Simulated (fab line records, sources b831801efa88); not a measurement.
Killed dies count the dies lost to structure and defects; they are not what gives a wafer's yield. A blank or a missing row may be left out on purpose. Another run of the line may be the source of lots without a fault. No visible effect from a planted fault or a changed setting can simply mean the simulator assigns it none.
Chamber matching	flow gf180mcu	GF_V3_CMP_26 on cmp-01 has 4 sister chambers
The step polishes, stops on SiO2, t overpolish 15 s, target thk 0 nm. 8 wafers are shown with their chamber, then 8 later ones without.

## EACH WAFER AND ITS CHAMBER
wafer	chamber	motorCurrentA (A)	timeToEndpointS (s)
L726.2	1	9.9	81
L727.6	0	11.3	81
L728.4	0	11.3	89
L729.6	3	10.8	87
L745.1	1	10.1	82
L745.2	2	12.4	84
L745.3	3	11.7	85
L746.1	2	12.3	85

## WAFERS WHOSE CHAMBER IS MISSING
wafer	motorCurrentA (A)	timeToEndpointS (s)
L746.2	11.5	87
L746.3	9.6	83
L747.4	10.5	84
L747.5	11.4	86
L747.6	11.0	87
L748.1	9.9	79
L748.5	9.8	81
L748.6	10.8	84

## THE CHAMBER EACH PASSED THROUGH
wafer	from the rows above	in truth
L746.2	can't be placed: 3 or 0 or 2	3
L746.3	1	1
L747.4	can't be placed: 1 or 3 or 0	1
L747.5	can't be placed: 0 or 3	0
L747.6	can't be placed: 3 or 0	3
L748.1	1	1
L748.5	1	1
L748.6	can't be placed: 3 or 0 or 1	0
3 of 8 placed correctly. Can't be placed from these rows: 5 (the true chamber is among the candidates in 5). Wrongly placed: 0.
How it was worked out, from the rows above alone: a wafer's distance from a chamber is the root of the sum, over the readings, of the square of ((its reading less the chamber's mean) divided by the reading's scatter). If the next closest chamber is less than 2 further off than the closest, the wafer can't be placed; otherwise it belongs to the closest. For every chamber, the mean is computed from those of its wafers that are shown. The scatter: take each reading less its chamber's mean, square it, sum over the shown wafers, divide by the number of wafers less the number of chambers, and take the root.
